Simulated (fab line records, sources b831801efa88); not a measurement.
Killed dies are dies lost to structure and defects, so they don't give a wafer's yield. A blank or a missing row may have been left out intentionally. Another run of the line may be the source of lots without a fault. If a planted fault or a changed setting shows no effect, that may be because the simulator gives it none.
Which tool is to blame? + flow sky130 + route of 708 steps, sampled at 1 step: 6 lots, 18 wafers

## WHAT THE GAUGES READ, wafer by wafer
SKY_METAL1_RS_MEAS_05: measurement is done with a four-point probe.
| lot  | measured     | on           | METAL1_ALCU_RS (ohm/sq) |
|------|--------------|--------------|-------------------------|
| L181 | day 32 19:13 | filmMetro-04 | 0.1282 0.1270 0.1278    |
| L183 | day 33 02:49 | filmMetro-04 | 0.1288 0.1274 0.1296    |
| L187 | day 34 10:27 | filmMetro-04 | 0.1253 0.1248 0.1231    |
| L189 | day 34 16:32 | filmMetro-03 | 0.1261 0.1270 0.1247    |
| L192 | day 36 00:52 | filmMetro-02 | 0.1274 0.1265 0.1263    |
| L202 | day 38 09:03 | filmMetro-04 | 0.1274 0.1256 0.1263    |

## WHAT TOOL EACH LOT RAN ON (gives the tool, then ch and the chambers of the sampled wafers, and finally the start)
The record shows no process step preceding these readings.

## THE ANSWER, worked out from the rows above alone
Rule: the usual values come from the lots themselves. Put in order of their means at a reading, lots are off if they are a third of the lots or fewer, leave a main group of 4 or more, and stand apart from it by a gap of 3 or more times the standard deviation of the main group's means; of several such gaps the widest counts. The tables above print the reading to a certain number of digits; a main group whose means all agree to those digits is not used. Also off: a lot with no number at a reading for which 4 or more lots have one. The other lots that the step has rows for count as sound.
No lot is off at any reading shown: from this, nothing can be told.

## WHAT WAS PUT IN BY THE SIMULATOR
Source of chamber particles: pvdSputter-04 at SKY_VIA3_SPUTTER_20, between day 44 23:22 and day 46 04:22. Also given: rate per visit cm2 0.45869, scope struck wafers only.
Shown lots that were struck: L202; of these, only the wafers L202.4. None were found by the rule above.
